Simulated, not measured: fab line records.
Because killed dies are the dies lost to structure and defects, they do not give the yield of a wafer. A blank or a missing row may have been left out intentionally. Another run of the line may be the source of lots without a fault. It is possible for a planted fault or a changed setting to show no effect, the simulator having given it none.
Matching of chambers :: flow gf180mcu :: GF_STI_ETCH_14 on rie-si-01 has 4 sister chambers
The step etches Si in HBr/Cl2/O2, target depth 360 nm, time 102.9 s. 14 wafers are shown with their chamber, then 7 later ones without.

## EACH WAFER AND ITS CHAMBER
wafer: L958.1
chamber: 2
run-length-s (s): 131.5
oes-product-au (a.u.): 1.011
bias-w (W): 150.3

wafer: L958.2
chamber: 1
run-length-s (s): 130.6
oes-product-au (a.u.): 0.997
bias-w (W): 149.4

wafer: L958.5
chamber: 0
run-length-s (s): 131.6
oes-product-au (a.u.): 1.016
bias-w (W): 149.6

wafer: L960.3
chamber: 3
run-length-s (s): 130.5
oes-product-au (a.u.): 0.986
bias-w (W): 149.7

wafer: L960.4
chamber: 2
run-length-s (s): 131.2
oes-product-au (a.u.): 1.009
bias-w (W): 151.2

wafer: L960.5
chamber: 3
run-length-s (s): 130.7
oes-product-au (a.u.): 0.988
bias-w (W): 149.8

wafer: L965.1
chamber: 3
run-length-s (s): 130.7
oes-product-au (a.u.): 0.994
bias-w (W): 151.0

wafer: L965.2
chamber: 1
run-length-s (s): 130.6
oes-product-au (a.u.): 1.002
bias-w (W): 150.0

wafer: L965.6
chamber: 0
run-length-s (s): 131.8
oes-product-au (a.u.): 1.001
bias-w (W): 150.4

wafer: L973.1
chamber: 3
run-length-s (s): 130.5
oes-product-au (a.u.): 0.984
bias-w (W): 149.9

wafer: L973.2
chamber: 0
run-length-s (s): 131.9
oes-product-au (a.u.): 1.008
bias-w (W): 149.7

wafer: L973.3
chamber: 2
run-length-s (s): 131.4
oes-product-au (a.u.): 1.018
bias-w (W): 149.9

wafer: L974.2
chamber: 2
run-length-s (s): 131.3
oes-product-au (a.u.): 1.024
bias-w (W): 150.4

wafer: L974.3
chamber: 3
run-length-s (s): 130.5
oes-product-au (a.u.): 0.995
bias-w (W): 150.8

SIGNATURES (means of the wafers above)
reading: run-length-s
chamber 0: 131.767
chamber 1: 130.600
chamber 2: 131.350
chamber 3: 130.580
scatter within a chamber: 0.12

reading: oes-product-au
chamber 0: 1.00833
chamber 1: 0.99950
chamber 2: 1.01550
chamber 3: 0.98940
scatter within a chamber: 0.00601

reading: bias-w
chamber 0: 149.900
chamber 1: 149.700
chamber 2: 150.450
chamber 3: 150.240
scatter within a chamber: 0.542
Rule: a wafer's distance from a chamber is the root of the sum, over the readings, of the square of ((its reading less the chamber's mean) divided by the reading's scatter). The wafer belongs to the nearest chamber; if the next one is less than 2 further off, it can't be placed. The scatter is the square root of a quotient: the sum, over the shown wafers, of each reading's squared deviation from its chamber's mean, divided by wafers minus chambers.

## WAFERS WHOSE CHAMBER IS MISSING
wafer: L974.6
run-length-s (s): 131.0
oes-product-au (a.u.): 0.990
bias-w (W): 150.9

wafer: L976.3
run-length-s (s): 130.5
oes-product-au (a.u.): 1.007
bias-w (W): 150.4

wafer: L976.5
run-length-s (s): 131.0
oes-product-au (a.u.): 0.988
bias-w (W): 150.6

wafer: L976.6
run-length-s (s): 131.3
oes-product-au (a.u.): 1.020
bias-w (W): 150.8

wafer: L978.2
run-length-s (s): 130.7
oes-product-au (a.u.): 0.991
bias-w (W): 150.1

wafer: L978.3
run-length-s (s): 130.5
oes-product-au (a.u.): 0.996
bias-w (W): 150.7

wafer: L978.6
run-length-s (s): 131.7
oes-product-au (a.u.): 1.000
bias-w (W): 150.7

## EACH ONE'S CHAMBER
wafer: L974.6
from the rows above: can't be placed: 3 or 1 or 2
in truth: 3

wafer: L976.3
from the rows above: can't be placed: 1 or 3
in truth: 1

wafer: L976.5
from the rows above: can't be placed: 3 or 1 or 2
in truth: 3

wafer: L976.6
from the rows above: 2
in truth: 2

wafer: L978.2
from the rows above: can't be placed: 3 or 1
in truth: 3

wafer: L978.3
from the rows above: can't be placed: 3 or 1
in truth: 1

wafer: L978.6
from the rows above: can't be placed: 0 or 2
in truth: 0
Correctly placed: 1 of 7. Can't be placed from these rows: 6 (the true chamber is among the candidates in 6). Number placed wrongly: 0.
